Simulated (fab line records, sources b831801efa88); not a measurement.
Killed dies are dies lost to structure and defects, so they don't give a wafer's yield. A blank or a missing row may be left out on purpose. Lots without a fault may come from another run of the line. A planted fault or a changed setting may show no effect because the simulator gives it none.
Which tool did it? | flow gf180mcu | 6 lots, 18 wafers sampled, at 2 steps of a route of 602

WHAT THE GAUGES READ, wafer by wafer
GF_TOP_METAL_CD_MEAS_14: target cd 440 nm.
lot  | measured     | on        | cd_nm (nm)
L606 | day 28 13:44 | cd_sem-01 | 440.0 439.4 439.9
L609 | day 29 11:23 | cd_sem-02 | 439.9 439.5 438.8
L611 | day 30 10:34 | cd_sem-02 | 440.5 440.4 441.0
L613 | day 30 17:48 | cd_sem-01 | 437.6 437.6 438.8
L619 | day 32 07:45 | cd_sem-01 | 422.6 424.6 424.1
L622 | day 33 02:03 | cd_sem-01 | 441.4 438.9 441.7

WHICH TOOL RAN EACH LOT (tool, then ch and the chambers of the sampled wafers, then the start)
lot  | GF_TOP_METAL_EXPOSE_11
L606 | iline_stepper-01 ch 0, day 28 04:04
L609 | iline_stepper-02 ch 0, day 29 02:23
L611 | iline_stepper-02 ch 0, day 30 03:01
L613 | iline_stepper-02 ch 0, day 30 10:06
L619 | iline_stepper-02 ch 0, day 32 01:02
L622 | iline_stepper-01 ch 0, day 32 19:10
- GF_TOP_METAL_EXPOSE_11: exposes mask MetalTop, target cd 440 nm.

THE ANSWER, worked out from the rows above alone
Rule: what is usual is taken from the lots themselves. Put in order of their means at a reading, lots are off if they are a third of the lots or fewer, leave a main group of 4 or more, and stand apart from it by a gap of 3 or more times the standard deviation of the main group's means; of several such gaps the widest counts. A main group whose means are all the same, to the digits that the tables above print for the reading, isn't used. A lot without any number at a reading at which 4 lots or more have one is off too. The other lots that the step has rows for count as sound.
Off: L619, at GF_TOP_METAL_CD_MEAS_14 (cd_nm). The main group: mean 439.7 nm, standard deviation 0.98.
A tool fits if, at a process step before that reading, it ran every lot that is off, and no sound lot after the first of them. The gauges at GF_TOP_METAL_CD_MEAS_14 are tried like those tools. One fits: iline_stepper-02 at GF_TOP_METAL_EXPOSE_11. Its last sound lot is L613 (day 30 10:06), its first lot that is off L619 (day 32 01:02): a fault that began between those two fits.

WHAT THE SIMULATOR HAD PUT IN
Process parameter drift: iline_stepper-02, from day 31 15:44 on, at GF_TOP_METAL_EXPOSE_11. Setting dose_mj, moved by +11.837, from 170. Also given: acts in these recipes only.
Lots struck among those shown: L619. The rule above found the same.
